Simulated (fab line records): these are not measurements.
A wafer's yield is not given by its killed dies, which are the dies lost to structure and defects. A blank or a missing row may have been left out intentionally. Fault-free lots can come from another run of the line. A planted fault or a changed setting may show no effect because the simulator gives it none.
Code-filled problem report in 8D (eight disciplines) form ; flow sky130 ; the parts of the form that need people (team, actions taken, sign-off) are left out

## 1. WHAT WENT WRONG
Mean LOCAL_INTERCONNECT_TIN_RS at SKY_LOCAL_INTERCONNECT_RS_MEAS_01: 17.83 ohm/sq over 2 wafers in 2 lots; fault-free wafers: 14.18 ohm/sq, standard deviation 0.23. That is +16 standard deviations from the usual mean.
The step: measures by four-point-probe.
First observed at day 32 20:11: wafer L232.4, on filmMetro-01. Wafers with a number at this step in the record: 30, from 10 lots. By rule, "out" or "out of limits" means more than 4 standard deviations away from the usual mean. The rest of the wafers with a number are treated as sound.

## 2. WHAT IT IS; WHAT IT IS NOT
question;is;is not
which readings at this step;LOCAL_INTERCONNECT_TIN_RS;-
which lots;L232, L233;L222, L223, L224, L227, L229, L242, L243, L245
which wafers of those lots;L232.4, L233.2;L232.3, L232.6, L233.1, L233.3
read on which gauges;filmMetro-01, filmMetro-02;filmMetro-04
when;from day 32 20:11;"up to then (17 sound wafers); but 11 sound wafers of L233, L242, L243, L245 came after"

## 3. SUSPECTS, AND WHAT RULES EACH OUT
Counting: a tool at a process step up to the reading stays a suspect if it ran every lot that is out. Sound lots after the first of them don't rule it out here, since some wafers of a struck lot are sound.
- ruled out: the gauge at SKY_LOCAL_INTERCONNECT_RS_MEAS_01. The wafers that are out were read on 2 gauges (filmMetro-01, filmMetro-02).
- pvdSputter-01 at SKY_LOCAL_INTERCONNECT_SPUTTER_00 (material TiN, target thk 100 nm, time 83.3 s): kept. Every lot that is out went through it, the first being L232 (day 32 20:04); the last sound lot it ran before that was L229 (day 31 21:01).
After counting, what remains is pvdSputter-01 at SKY_LOCAL_INTERCONNECT_SPUTTER_00.

## 4. THE CAUSE (what the simulator had put in)
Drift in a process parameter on pvdSputter-01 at SKY_LOCAL_INTERCONNECT_SPUTTER_00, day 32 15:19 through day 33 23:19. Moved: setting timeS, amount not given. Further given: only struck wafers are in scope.
This tool alone remained once counting was done.

## 5. SEQUENCE OF EFFECTS, ordered by route
Each row: a reading where the mean over the struck wafers with a number is more than 3 standard deviations away from the usual. Only readings whose record carries a usual standard deviation are examined. hours: median over the lots of the time between each lot's start at the first step of this table that gives one and its start at this step. sigmas: the change, counted in usual standard deviations.
hours;step;reading;usual;on struck wafers;change;sigmas
0;SKY_LOCAL_INTERCONNECT_RS_MEAS_01;LOCAL_INTERCONNECT_TIN_RS;14.18 ohm/sq;17.83;+3.65;+16
0;SKY_LOCAL_INTERCONNECT_THK_MEAS_02;LOCAL_INTERCONNECT_TIN_THK;99.8 nm;80.1;-19.7;-12
27;SKY_LOCAL_INTERCONNECT_METAL_ETCH_14;oesProductAu;0.941 a.u.;0.831;-0.110;-11
27;SKY_LOCAL_INTERCONNECT_METAL_ETCH_14;throttleValvePct;21.902 %;21.969;+0.067;+6.1
Here are the process steps it includes:
- SKY_LOCAL_INTERCONNECT_METAL_ETCH_14: etches TiN in Cl2/BCl3, stops on PSG, target depth 110 nm, time 31.4 s.
At these later measuring or inspecting steps, every struck wafer for which the step has a row has a number for every such reading, and none has moved that far: SKY_METAL2_OVL_MEAS_16.

## 6. WHAT WOULD HAVE CAUGHT IT SOONER
The first out-of-limits reading at a measuring or inspecting step in this record came at day 32 20:11, 5 hours after the fault's start at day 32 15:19.
Of the tool readings at SKY_LOCAL_INTERCONNECT_SPUTTER_00 for which the record gives a usual standard deviation, none was out on any struck wafer, so an alarm limit of 4 standard deviations on them would not have fired.
Lots out: 2; of these, L233 started SKY_LOCAL_INTERCONNECT_SPUTTER_00 on pvdSputter-01 after day 32 20:11. A hold on the tool at that time would have spared it.
